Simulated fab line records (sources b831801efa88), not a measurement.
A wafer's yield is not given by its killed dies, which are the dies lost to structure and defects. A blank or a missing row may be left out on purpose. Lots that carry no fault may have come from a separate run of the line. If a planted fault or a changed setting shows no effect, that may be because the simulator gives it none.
fab line records -- flow sfqLine
record lots=14, wafers=42, lastDay=83
route steps=325 shown M3@129 I4@176 R5@214 I6@278
lots that met no fault: taken from a fault-free run of the same line
startH: hours from the record's opening day to when the first of the lot's shown wafers began -- waitH: time in hours since the lot's previous step -- " same as the row above -- L1.1+2: one row covering several wafers at once -- - either no value or no given start -- * or withheld: withheld -- < > ~ a bound
route shown NAME@n: names a module that has steps shown in the file, with the first one's number in the route -- usual: the fault-free wafers' mean and standard deviation -- same: alike in all rows -- chamber/n: place in a boat -- sites: the reading at each site -- _std_site: the standard deviation of these -- _edge_site: outer sites' mean less inner sites' -- radiusMm: for every site, how far away it sits from the centre of the wafer -- mask NAME#n: copy n -- behind: the most recent tool/chamber to have shaped the wafer -- hold: the reason the lot was held/the length of the hold in hours/how it ended -- device: names the non-switching transistor (n, p or np) -- end of line: the tests these same wafers got at the end of their route -- a step given without rows: its recipe and nothing more -- killed: dies that structure and defects cost at the first sort, which is not the same as the wafer's yield -- map: per-die view of a wafer (x killed, . not killed, _ where there is no die)
set.NAME: setting as actually run; set.NAME@STEP: the setting as run at that earlier step -- model.NAME: the simulator's own value behind a step, which no gauge read
one table for each step of the route and one row for each wafer, over a sample of lots
services: from which hour (startH, from the record's first day; less than 0 if before it) a tool's chamber was out of use, for how many hours, and why
## steps
# step SFQ_TRILAYER_M3_BARC_OPEN_METAL_ETCH_100
# recipe maskMaterial=PR, chemistry=O2, targetDepthNm=125, target=BARC, icpW=600, biasW=80, pressureMtorr=10, timeS=41.7
# usual drypumpMotorCurrentA=5.9/0.53, oesProductAu=0.685/0.0046, runLengthS=69.7/0.54
lot.wafer,tool,chamber,startH,waitH,drypumpMotorCurrentA,oesProductAu,rfHoursCounterH,runLengthS
L884.1,rieMetal-03,1,566.94,0.0,6.4,0.683,42,69.0
L884.4,rieMetal-03,0,566.94,0.0,6.3,0.679,-,69.6
L884.6,rieMetal-03,1,566.94,0.0,6.4,0.686,-,69.3
L885.1,rieMetal-03,0,583.84,0.0,6.3,0.688,54,69.1
L885.2,rieMetal-03,1,583.84,0.0,6.4,0.689,45,68.9
L885.4,rieMetal-03,0,583.84,0.0,6.3,0.691,-,69.3
L890.3,rieMetal-02,1,887.81,0.0,6.0,0.683,-,70.7
L890.4,rieMetal-02,0,887.81,0.0,4.9,0.684,-,70.3
L890.6,rieMetal-02,1,887.81,0.0,6.0,0.684,-,70.7
L891.1,rieMetal-01,1,1001.97,0.0,6.1,0.686,91,69.2
L891.3,rieMetal-01,1,1001.97,0.0,6.1,0.695,-,69.0
L891.5,rieMetal-01,0,1001.97,0.0,5.8,0.675,-,69.9
L892.2,rieMetal-01,1,1009.17,0.0,6.1,0.683,92,69.0
L892.3,rieMetal-01,1,1009.17,0.0,6.0,0.678,-,69.1
L892.6,rieMetal-01,1,1009.17,0.0,6.0,0.721,-,66.4
L894.2,rieMetal-01,1,1039.29,0.0,6.0,0.687,96,69.3
L894.4,rieMetal-01,1,1039.29,0.0,6.0,0.724,-,66.1
L894.6,rieMetal-01,1,1039.29,0.0,6.1,0.718,-,66.3
L899.1,rieMetal-02,1,1082.49,0.0,6.0,0.693,73,70.6
L899.4,rieMetal-02,0,1082.49,0.0,4.8,0.688,-,70.0
L899.6,rieMetal-02,0,1082.49,0.0,4.8,0.690,-,70.0
L900.1,rieMetal-01,0,1098.09,0.0,5.9,0.687,77,70.1
L900.3,rieMetal-01,0,1098.09,0.0,5.9,0.687,-,69.9
L900.5,rieMetal-01,0,1098.09,0.0,5.9,0.683,-,69.8
L901.2,rieMetal-02,0,1101.69,0.0,4.8,0.685,125,70.3
L901.4,rieMetal-02,1,1101.69,0.0,6.0,0.686,-,70.2
L901.6,rieMetal-02,1,1101.69,0.0,6.0,0.690,-,70.4
L902.2,rieMetal-03,1,1106.49,0.0,6.5,0.685,128,69.0
L902.3,rieMetal-03,0,1106.49,0.0,6.3,0.685,-,69.3
L902.4,rieMetal-03,1,1106.49,0.0,6.4,0.679,-,69.1
L903.2,rieMetal-01,0,1113.69,0.0,5.8,0.690,80,69.7
L903.3,rieMetal-01,1,1113.69,0.0,6.1,0.682,-,69.8
L903.5,rieMetal-01,1,1113.69,0.0,6.0,0.679,-,69.2
L904.1,rieMetal-03,0,1124.49,0.0,6.3,0.681,141,69.9
L904.2,rieMetal-03,1,1124.49,0.0,6.5,0.684,129,68.9
L904.4,rieMetal-03,0,1124.49,0.0,6.3,0.687,-,69.9
L905.2,rieMetal-03,1,1144.43,0.0,6.4,0.694,132,69.1
L905.3,rieMetal-03,0,1144.43,0.0,6.3,0.677,-,69.3
L905.6,rieMetal-03,0,1144.43,0.0,6.3,0.683,-,69.2
L907.1,rieMetal-02,1,1159.84,0.0,6.0,0.685,87,70.5
L907.3,rieMetal-02,1,1159.84,0.0,6.0,0.687,-,70.5
L907.4,rieMetal-02,1,1159.84,0.0,6.0,0.685,-,70.3
# step SFQ_TRILAYER_I4_VIA_STRIP_STRIP_107
# recipe gas=O2, powerW=200, platenTempC=40, overashFraction=0.65, chemistry=O2, pressureMtorr=50
# usual drypumpMotorCurrentA=5.7/0.51, oesProductAu=0.998/0.01, platenTempC=40.00/0.12
lot.wafer,tool,chamber,startH,waitH,drypumpMotorCurrentA,oesProductAu,platenTempC,rfHoursCounterH
L884.1,rieMetal-02,0,934.15,-,4.8,1.016,39.95,99
L884.4,rieMetal-02,0,934.15,-,4.8,1.015,40.00,-
L884.6,rieMetal-02,1,934.15,-,6.0,0.989,39.96,-
L885.1,rieMetal-02,0,948.68,-,4.8,1.007,40.01,101
L885.2,rieMetal-02,1,948.68,-,6.0,0.993,39.92,52
L885.4,rieMetal-02,1,948.68,-,6.0,1.000,39.71,-
L890.3,rieMetal-02,1,1080.53,-,6.0,0.990,39.96,-
L890.4,rieMetal-02,0,1080.53,-,4.8,1.007,39.99,-
L890.6,rieMetal-02,1,1080.53,-,6.0,0.989,40.01,-
L891.1,rieMetal-01,0,1118.18,-,5.9,0.995,40.25,81
L891.3,rieMetal-01,0,1118.18,-,5.9,1.008,40.18,-
L891.5,rieMetal-01,0,1118.18,-,5.9,1.011,40.15,-
L892.2,rieMetal-01,1,1217.36,-,6.0,1.002,40.09,116
L892.3,rieMetal-01,0,1217.36,-,5.8,1.003,39.95,-
L892.6,rieMetal-01,1,1217.36,-,6.0,0.986,40.13,-
L894.2,rieMetal-04,0,1247.21,-,6.2,0.998,39.96,113
L894.4,rieMetal-04,0,1247.21,-,6.2,1.000,39.99,-
L894.6,rieMetal-04,0,1247.21,-,6.2,0.984,40.10,-
L899.1,rieMetal-01,1,1355.89,-,6.0,0.980,40.00,0
L899.4,rieMetal-01,1,1355.89,-,6.1,0.979,40.05,-
L899.6,rieMetal-01,0,1355.89,-,5.9,1.010,40.11,-
L900.1,rieMetal-04,1,1362.02,-,5.0,0.993,39.90,93
L900.3,rieMetal-04,0,1362.02,-,6.2,0.992,40.10,-
L900.5,rieMetal-04,0,1362.02,-,6.2,0.998,40.20,-
L901.2,rieMetal-02,0,1364.42,-,4.8,1.009,40.14,15
L901.4,rieMetal-02,0,1364.42,-,4.8,1.014,39.94,-
L901.6,rieMetal-02,0,1364.42,-,4.9,1.008,40.04,-
L902.2,rieMetal-01,0,1370.99,-,5.8,0.996,40.04,114
L902.3,rieMetal-01,1,1370.99,-,6.0,0.979,39.74,-
L902.4,rieMetal-01,0,1370.99,-,5.9,1.003,40.03,-
L903.2,rieMetal-02,0,1373.54,-,4.8,1.001,40.20,16
L903.3,rieMetal-02,1,1373.54,-,6.0,0.995,40.05,-
L903.5,rieMetal-02,0,1373.54,-,4.8,1.007,40.03,-
L904.1,rieMetal-01,1,1527.25,-,6.0,1.004,40.05,23
L904.2,rieMetal-01,1,1527.25,-,6.1,1.008,39.96,-
L904.4,rieMetal-01,1,1527.25,-,6.0,1.004,40.18,-
L905.2,rieMetal-04,0,1540.65,-,6.2,0.981,40.01,5
L905.3,rieMetal-04,1,1540.65,-,5.0,0.983,39.90,-
L905.6,rieMetal-04,0,1540.65,-,6.2,0.973,40.07,-
L907.1,rieMetal-01,1,1555.05,-,6.1,0.986,39.95,29
L907.3,rieMetal-01,1,1555.05,-,6.1,0.995,40.10,-
L907.4,rieMetal-01,0,1555.05,-,5.8,0.995,40.00,-
# step SFQ_TRILAYER_R5_DEP_SPUTTER_134
# recipe material=Ti, basePressurePa=1.33e-06, targetThkNm=5, powerW=2000, timeS=5, chamberPressurePa=0.4
# usual cathodeDcPowerW=2000.0/0.35, throttleValvePct=29.7/1.2
lot.wafer,tool,chamber,startH,waitH,cathodeDcPowerW,throttleValvePct
L884.1,pvdSputter-04,-,1183.24,0.0,2000.5,29.2
L884.4,pvdSputter-04,-,1183.24,0.0,1999.7,31.6
L884.6,pvdSputter-04,-,1183.24,0.0,1999.7,30.5
L885.1,pvdSputter-04,-,1186.24,0.0,1999.8,29.0
L885.2,pvdSputter-04,-,1186.24,0.0,2000.1,31.6
L885.4,pvdSputter-04,-,1186.24,0.0,2000.2,30.6
L890.3,pvdSputter-03,-,1323.70,0.0,1999.9,30.0
L890.4,pvdSputter-03,-,1323.70,0.0,2000.2,31.4
L890.6,pvdSputter-03,-,1323.70,0.0,2000.1,30.9
L891.1,pvdSputter-06,-,1327.42,0.0,2000.2,31.0
L891.3,pvdSputter-06,-,1327.42,0.0,2000.5,28.4
L891.5,pvdSputter-06,-,1327.42,0.0,2000.1,30.8
L892.2,pvdSputter-03,-,1345.06,0.0,2000.9,30.4
L892.3,pvdSputter-03,-,1345.06,0.0,1999.9,31.6
L892.6,pvdSputter-03,-,1345.06,0.0,1999.8,30.6
L894.2,pvdSputter-04,-,1392.95,0.0,1999.7,29.1
L894.4,pvdSputter-04,-,1392.95,0.0,2000.1,29.6
L894.6,pvdSputter-04,-,1392.95,0.0,2000.0,29.0
L899.1,pvdSputter-06,-,1539.17,0.0,1999.9,28.9
L899.4,pvdSputter-06,-,1539.17,0.0,2000.3,28.1
L899.6,pvdSputter-06,-,1539.17,0.0,2000.6,28.6
L900.1,pvdSputter-06,-,1545.17,0.0,1999.5,28.5
L900.3,pvdSputter-06,-,1545.17,0.0,1999.9,30.4
L900.5,pvdSputter-06,-,1545.17,0.0,2000.0,28.7
L901.2,pvdSputter-04,-,1548.17,0.0,2000.4,29.5
L901.4,pvdSputter-04,-,1548.17,0.0,2000.1,29.0
L901.6,pvdSputter-04,-,1548.17,0.0,1999.6,30.5
L902.2,pvdSputter-06,-,1553.93,0.0,1999.8,27.8
L902.3,pvdSputter-06,-,1553.93,0.0,1999.4,28.4
L902.4,pvdSputter-06,-,1553.93,0.0,2000.6,30.7
L903.2,pvdSputter-03,-,1554.17,0.0,1999.9,30.9
L903.3,pvdSputter-03,-,1554.17,0.0,1999.8,31.5
L903.5,pvdSputter-03,-,1554.17,0.0,2000.2,31.4
L904.1,pvdSputter-03,-,1569.39,0.0,2000.3,28.9
L904.2,pvdSputter-03,-,1569.39,0.0,2000.2,31.6
L904.4,pvdSputter-03,-,1569.39,0.0,2000.1,30.9
L905.2,pvdSputter-03,-,1575.39,0.0,1999.6,31.5
L905.3,pvdSputter-03,-,1575.39,0.0,1999.8,30.1
L905.6,pvdSputter-03,-,1575.39,0.0,1999.8,30.9
L907.1,pvdSputter-04,-,1587.39,0.0,2000.2,30.7
L907.3,pvdSputter-04,-,1587.39,0.0,2000.2,29.1
L907.4,pvdSputter-04,-,1587.39,0.0,2000.1,31.9
# step SFQ_TRILAYER_I6_VIA_ETCH_VIA_ETCH_172
# recipe target=SiO2, stopOn=Nb, maskMaterial=PR, taperDeg=20, chemistry=CHF3, targetDepthNm=260, sourceW=500, biasW=80, pressureMtorr=30, timeS=withheld
# usual drypumpMotorCurrentA=5.7/0.44, oesProductAu=0.853/0.006
lot.wafer,tool,chamber,startH,waitH,drypumpMotorCurrentA,oesProductAu
L884.1,rieDiel-02,1,1469.86,0.0,5.7,0.849
L884.4,rieDiel-02,0,1469.86,0.0,4.8,0.851
L884.6,rieDiel-02,3,1469.86,0.0,6.1,0.859
L885.1,rieDiel-04,1,1472.26,0.0,6.2,0.854
L885.2,rieDiel-04,3,1472.26,0.0,5.6,0.865
L885.4,rieDiel-04,2,1472.26,0.0,6.2,0.841
L890.3,rieDiel-02,1,1478.26,0.0,5.7,0.866
L890.4,rieDiel-02,0,1478.26,0.0,4.8,0.852
L890.6,rieDiel-02,0,1478.26,0.0,4.8,0.851
L891.1,rieDiel-03,0,1479.46,0.0,5.2,0.843
L891.3,rieDiel-03,2,1479.46,0.0,6.0,0.855
L891.5,rieDiel-03,1,1479.46,0.0,5.6,0.849
L892.2,rieDiel-03,0,1541.08,0.0,5.2,0.856
L892.3,rieDiel-03,1,1541.08,0.0,5.6,0.866
L892.6,rieDiel-03,0,1541.08,0.0,5.2,0.845
L894.2,rieDiel-03,3,1661.78,0.0,6.2,0.854
L894.4,rieDiel-03,1,1661.78,0.0,5.6,0.854
L894.6,rieDiel-03,3,1661.78,0.0,6.2,0.851
L899.1,rieDiel-04,1,1756.23,0.0,6.2,0.873
L899.4,rieDiel-04,2,1756.23,0.0,6.2,0.855
L899.6,rieDiel-04,0,1756.23,0.0,5.5,0.855
L900.1,rieDiel-03,1,1763.43,0.0,5.6,0.845
L900.3,rieDiel-03,3,1763.43,0.0,6.2,0.847
L900.5,rieDiel-03,0,1763.43,0.0,5.2,0.850
L901.2,rieDiel-04,1,1769.94,0.0,6.3,0.857
L901.4,rieDiel-04,2,1769.94,0.0,6.2,0.853
L901.6,rieDiel-04,3,1769.94,0.0,5.6,0.855
L902.2,rieDiel-04,2,1774.66,0.0,6.2,0.850
L902.3,rieDiel-04,0,1774.66,0.0,5.5,0.846
L902.4,rieDiel-04,1,1774.66,0.0,6.2,0.851
L903.2,rieDiel-03,2,1777.06,0.0,6.0,0.835
L903.3,rieDiel-03,1,1777.06,0.0,5.6,0.847
L903.5,rieDiel-03,2,1777.06,0.0,6.1,0.845
L904.1,rieDiel-04,1,1793.71,0.0,6.2,0.859
L904.2,rieDiel-04,0,1793.71,0.0,5.5,0.849
L904.4,rieDiel-04,2,1793.71,0.0,6.2,0.843
L905.2,rieDiel-02,1,1798.95,0.0,5.7,0.849
L905.3,rieDiel-02,2,1798.95,0.0,5.2,0.845
L905.6,rieDiel-02,3,1798.95,0.0,6.2,0.849
L907.1,rieDiel-04,2,1899.69,0.0,6.2,0.846
L907.3,rieDiel-04,3,1899.69,0.0,5.6,0.852
L907.4,rieDiel-04,1,1899.69,0.0,6.3,0.848
## services
tool,chamber,startH,hours,kind
rieMetal-01,1,577.41,1.2,repair
rieDiel-04,-,579.75,0.6,repair
rieMetal-02,-,586.96,0.6,repair
rieDiel-04,-,700.05,14.6,pm
rieMetal-02,1,717.69,7.4,repair
rieMetal-01,1,745.96,3.2,repair
rieDiel-04,0,760.55,9.2,repair
rieMetal-02,-,775.70,2.8,pm
rieMetal-01,1,784.84,14.5,repair
rieMetal-02,-,870.95,2.7,repair
rieMetal-02,-,1019.71,1.3,repair
rieMetal-01,-,1082.09,14.6,pm
rieMetal-02,0,1153.59,22.1,repair
rieMetal-01,-,1154.84,28.1,pm
rieMetal-01,-,1192.43,0.6,repair
rieMetal-01,-,1212.10,2.8,pm
rieMetal-01,1,1237.91,19.5,repair
rieMetal-02,-,1288.60,5.3,repair
rieMetal-02,-,1301.21,0.3,repair
rieMetal-02,1,1333.35,2.8,repair
rieMetal-02,1,1725.32,24.4,repair
rieMetal-02,0,1804.22,6.1,repair
rieMetal-02,-,1869.04,7.5,repair
rieMetal-02,-,1876.53,2.8,pm
## key
firstSign step=SFQ_TRILAYER_M3_BARC_OPEN_METAL_ETCH_100, reading=oesProductAu, direction=up, sigmas=7.8, usual=0.685, struck=0.721
effect step=SFQ_TRILAYER_M3_BARC_OPEN_METAL_ETCH_100, reading=runLengthS, direction=down, sigmas=6.3, usual=*, struck=*
metAt SFQ_TRILAYER_M3_BARC_OPEN_METAL_ETCH_100
struckLots L892,L894
struckWafers L892.6,L894.4,L894.6
notActingAt SFQ_TRILAYER_I4_VIA_STRIP_STRIP_107,SFQ_TRILAYER_R5_DEP_SPUTTER_134,SFQ_TRILAYER_I6_VIA_ETCH_VIA_ETCH_172
onsetBetween 1001.97 1009.17
fault kind=processParameterDrift, tool=rieMetal-01, chamber=-, onsetH=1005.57, steps=SFQ_TRILAYER_M3_BARC_OPEN_METAL_ETCH_100, channel=timeS, offset=*, shape=step, endH=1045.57, scope=struckWafersOnly, actsIn=*, stated=*
